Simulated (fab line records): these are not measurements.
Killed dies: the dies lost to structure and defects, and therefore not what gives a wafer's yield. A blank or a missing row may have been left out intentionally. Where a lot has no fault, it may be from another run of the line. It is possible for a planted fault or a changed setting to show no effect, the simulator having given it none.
Matching of chambers || flow sfqLine || cmp-02 running SFQ_TRILAYER_I7_CMP_CMP_184: 4 sister chambers
The step polishes SiO2. 4 wafers are shown with their chamber, then 7 later ones without.

== WAFERS WITH THEIR CHAMBER ==
{"wafer": "L764.1", "chamber": 2, "motorCurrentA (A)": 9.2}
{"wafer": "L765.6", "chamber": 0, "motorCurrentA (A)": 9.0}
{"wafer": "L767.3", "chamber": 3, "motorCurrentA (A)": 8.8}
{"wafer": "L767.5", "chamber": 1, "motorCurrentA (A)": 9.1}

== WAFERS WITH NO CHAMBER GIVEN ==
{"wafer": "L767.6", "motorCurrentA (A)": 9.1}
{"wafer": "L768.1", "motorCurrentA (A)": 8.6}
{"wafer": "L768.3", "motorCurrentA (A)": 9.0}
{"wafer": "L768.4", "motorCurrentA (A)": 9.5}
{"wafer": "L772.1", "motorCurrentA (A)": 8.9}
{"wafer": "L772.5", "motorCurrentA (A)": 9.7}
{"wafer": "L772.6", "motorCurrentA (A)": 8.6}

== WHICH CHAMBER EACH WENT THROUGH ==
{"wafer": "L767.6", "from the rows above": "can't be placed: 1 or 0 or 2 or 3", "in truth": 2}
{"wafer": "L768.1", "from the rows above": "can't be placed: 3 or 0 or 1 or 2", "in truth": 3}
{"wafer": "L768.3", "from the rows above": "can't be placed: 0 or 1 or 2 or 3", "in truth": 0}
{"wafer": "L768.4", "from the rows above": "can't be placed: 2 or 1 or 0 or 3", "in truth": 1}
{"wafer": "L772.1", "from the rows above": "can't be placed: 0 or 3 or 1 or 2", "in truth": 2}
{"wafer": "L772.5", "from the rows above": "can't be placed: 2 or 1 or 0 or 3", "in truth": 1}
{"wafer": "L772.6", "from the rows above": "can't be placed: 3 or 0 or 1 or 2", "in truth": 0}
0 of 7 placed correctly. Can't be placed from these rows: 7 (the true chamber is among the candidates in 7). Number placed wrongly: 0.
How it was worked out, from the rows above alone: a wafer's distance from a chamber is the root of the sum, over the readings, of the square of ((its reading less the chamber's mean) divided by the reading's scatter). If the next closest chamber is less than 2 further off than the closest, the wafer can't be placed; otherwise it belongs to the closest. The mean given for a chamber averages the wafers shown for that chamber. The scatter: with one shown wafer a chamber, the root of the mean of the squares of how far each hidden wafer lies from its nearest shown one.
